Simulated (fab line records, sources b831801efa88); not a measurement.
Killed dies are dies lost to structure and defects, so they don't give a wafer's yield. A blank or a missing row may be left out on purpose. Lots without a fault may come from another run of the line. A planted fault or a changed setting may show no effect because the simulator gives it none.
A struck lot beside a sound one | flow sky130 | 15 steps out of a route of 708
Sound: wafers L981.1, L981.5, L981.6. Struck: wafer L990.3. (L990.4, L990.5 of the same lot were not struck and are left out.) The cause comes at the end.
At each step with rows: each side's tool, then ch and its chambers, then its first start. Under that, the readings that differ: sound wafers | struck wafers | difference of the means | sigmas: that difference in standard deviations of wafers without a fault.
alike: readings whose means differ by less than 2 such deviations, and words and numbers that are the same on both sides. not compared: withheld readings, readings that some wafer has no value for, bounds like >300 that may hide the same value, and numbers for which the record gives no deviation and whose values overlap.
The two part at a step that has a row with sigmas, a row that says differs or no value, or rows on one side only. Numbers that don't overlap but have no deviation are shown without sigmas and don't part them. A reading that every wafer of one side lacks parts them only if that side has two wafers or more.

first, 3 steps without rows for these wafers: SKY_VIA2_STRIP_17 (strips in post etch residue remover, time 1200 s); SKY_VIA2_CLEAN_18 (cleans in IPA, time 180 s); SKY_VIA2_CLEAN_19 (cleans in O3/DIW).
SKY_VIA2_SPUTTER_20: material TiN, target thk 20 nm, time 80 s.
  sound on pvd_sputter-04, day 37 02:49; struck on pvd_sputter-04, day 40 03:07
  alike: chamber_pressure_pa, throttle_valve_pct
then, 1 step without rows for these wafers: SKY_VIA2_CVD_21 (deposits W, target thk 420 nm, time 126.4 s).
SKY_VIA2_RS_MEAS_22: measures by four-point-probe.
  sound on film_metro-02, day 37 03:01; struck on film_metro-03, day 40 03:21
  alike: VIA2_W_RS
SKY_VIA2_THK_MEAS_23: measures by xrf.
  sound on film_metro-02, day 37 03:08; struck on film_metro-03, day 40 03:27
  alike: VIA2_W_THK
then, 1 step without rows for these wafers: SKY_VIA2_CMP_24 (polishes, stops on SiO2, t overpolish 20 s, target thk 0 nm).
SKY_METAL3_SPUTTER_00: material Ti, target thk 15 nm, time 10 s.
  sound on pvd_sputter-03, day 37 03:29; struck on pvd_sputter-03, day 40 03:47
  alike: chamber_pressure_pa, throttle_valve_pct
SKY_METAL3_SPUTTER_01: material TiN, target thk 20 nm, time 16.7 s.
  sound on pvd_sputter-03, day 37 03:31; struck on pvd_sputter-03, day 40 03:49
  alike: chamber_pressure_pa, throttle_valve_pct
SKY_METAL3_SPUTTER_02: material AlCu, target thk 735 nm, time 39.1 s.
  sound on pvd_sputter-03, day 37 03:32; struck on pvd_sputter-03, day 40 03:50
  alike: chamber_pressure_pa, throttle_valve_pct
then, 1 step without rows for these wafers: SKY_METAL3_SPUTTER_03 (material Ti, target thk 5 nm, time 3.3 s).
SKY_METAL3_SPUTTER_04: material TiN, target thk 70 nm, time 58.3 s.
  sound on pvd_sputter-03, day 37 03:36; struck on pvd_sputter-03, day 40 03:54
  reading                                    | sound                | struck | difference | sigmas
  chamber_pressure_pa (Pa)                   | 0.3994 0.4004 0.4000 | 0.4974 | +0.0975    | +99 or more
  throttle_valve_pct (%)                     | 30.6 30.3 30.1       | 26.8   | -3.5       | -3
  model.TiN_of_METAL3_SPUTTER_04.thk_nm (nm) | 69.65 70.21 71.37    | 67.63  | -2.78      |
SKY_CAPM_CVD_00: deposits SiO2, target thk 15.5 nm.
  sound on pecvd-01 ch 0,1,2, day 37 03:39; struck on pecvd-03 ch 0, day 40 03:57
  alike: heater_power_w
then, 1 step without rows for these wafers: SKY_PAD_OPEN_PROBE_99.

WHERE THEY PART
Only at SKY_METAL3_SPUTTER_04, within this record. Later steps at which nothing parts them and some readings are alike: SKY_CAPM_CVD_00.

WHY: what the simulator had put in
Process parameter drift: pvd_sputter-03, from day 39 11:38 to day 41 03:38, at SKY_METAL3_SPUTTER_04. Setting chamber_pressure_pa, moved by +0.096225, from 0.4. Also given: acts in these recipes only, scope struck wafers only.
